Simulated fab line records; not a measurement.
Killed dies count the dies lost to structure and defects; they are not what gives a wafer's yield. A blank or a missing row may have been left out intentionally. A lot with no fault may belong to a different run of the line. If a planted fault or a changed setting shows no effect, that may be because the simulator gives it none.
2 desks, one fault :: flow gf180mcu :: only its own numbers are on each desk; what lay behind them is given at the end

FOR THE TOOL OWNER'S DESK: implanter-03
The tool's own readings at GF_VT_IMPLANT_IMPLANT_19, given as means over the sampled wafers that have a number, one for each lot that went through this tool. A lot is out of limits, marked OUT, if its mean lies more than 4 standard deviations from the usual mean; the brackets give that distance.
Columns: A = beam_energy_keV at GF_VT_IMPLANT_IMPLANT_19, usual 100.01; B = beam_on_s at GF_VT_IMPLANT_IMPLANT_19, usual 9.97 s
lot: L551
first seen here: day 8 06:22
A: 100.01
B: 10.20

lot: L553
first seen here: day 8 15:43
A: 99.98
B: 9.94

lot: L554
first seen here: day 8 21:55
A: 85.12 (-99 or more) OUT
B: 9.91

lot: L557
first seen here: day 9 17:41
A: 85.18 (-99 or more) OUT
B: 9.96
Finding of this desk: L554, L557 out of limits; the first was L554 at day 8 21:55, on beam_energy_keV at GF_VT_IMPLANT_IMPLANT_19. L551, L553: within limits.

THE METROLOGY DESK
Means of the sampled wafers that have a number, per lot and without regard to the tool the lot ran on: this is what the gauges read. A lot is out of limits, marked OUT, if its mean lies more than 4 standard deviations from the usual mean; the brackets give that distance.
Columns: A = VT_IMPLANT_2_TW at GF_VT_IMPLANT_TW_MEAS_21, usual 1216; B = cd_nm at GF_SAB_CD_MEAS_09, usual 419.9 nm
lot: L543
first seen here: day 6 04:58
A: 1225
B: 414.8

lot: L544
first seen here: day 6 12:12
A: 1226
B: 421.3

lot: L545
first seen here: day 6 18:27
A: 1209
B: 419.1

lot: L546
first seen here: day 6 20:38
A: 1210
B: 416.8

lot: L548
first seen here: day 7 10:42
A: 1205
B: 422.9

lot: L549
first seen here: day 7 17:26
A: 1209
B: 419.1

lot: L551
first seen here: day 8 06:35
A: 1221
B: 420.0

lot: L553
first seen here: day 8 15:55
A: 1200
B: 419.0

lot: L554
first seen here: day 8 22:10
A: 1167 (-5.2) OUT
B: 418.8

lot: L555
first seen here: day 9 05:35
A: 1226
B: 417.6

lot: L557
first seen here: day 9 17:55
A: 1157 (-6.2) OUT
B: 419.0

lot: L563
first seen here: day 11 19:10
A: 1212
B: 419.0

lot: L565
first seen here: day 12 06:07
A: 1211
B: 426.6
Per this desk, out of limits: L554, L557; the first was L554, day 8 22:10 (VT_IMPLANT_2_TW at GF_VT_IMPLANT_TW_MEAS_21). L543, L544, L545, L546, L548, L549, L551, L553, L555, L563, L565: within limits.

BROUGHT TOGETHER
The tool owner's desk had the chance to raise an alarm at day 8 21:55 on L554, L557.
Metrology desk: alarm possible at day 8 22:10 on L554, L557.
Every lot named ran GF_VT_IMPLANT_IMPLANT_19 on implanter-03.

WHAT THE SIMULATOR HAD INSERTED
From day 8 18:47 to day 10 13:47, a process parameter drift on implanter-03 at GF_VT_IMPLANT_IMPLANT_19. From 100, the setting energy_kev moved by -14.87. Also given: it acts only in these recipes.
Shown lots that were struck: L554, L557.
Time in hours from fault onset to the first out-of-limits reading at each desk: tool owner's desk 3, metrology desk 3.
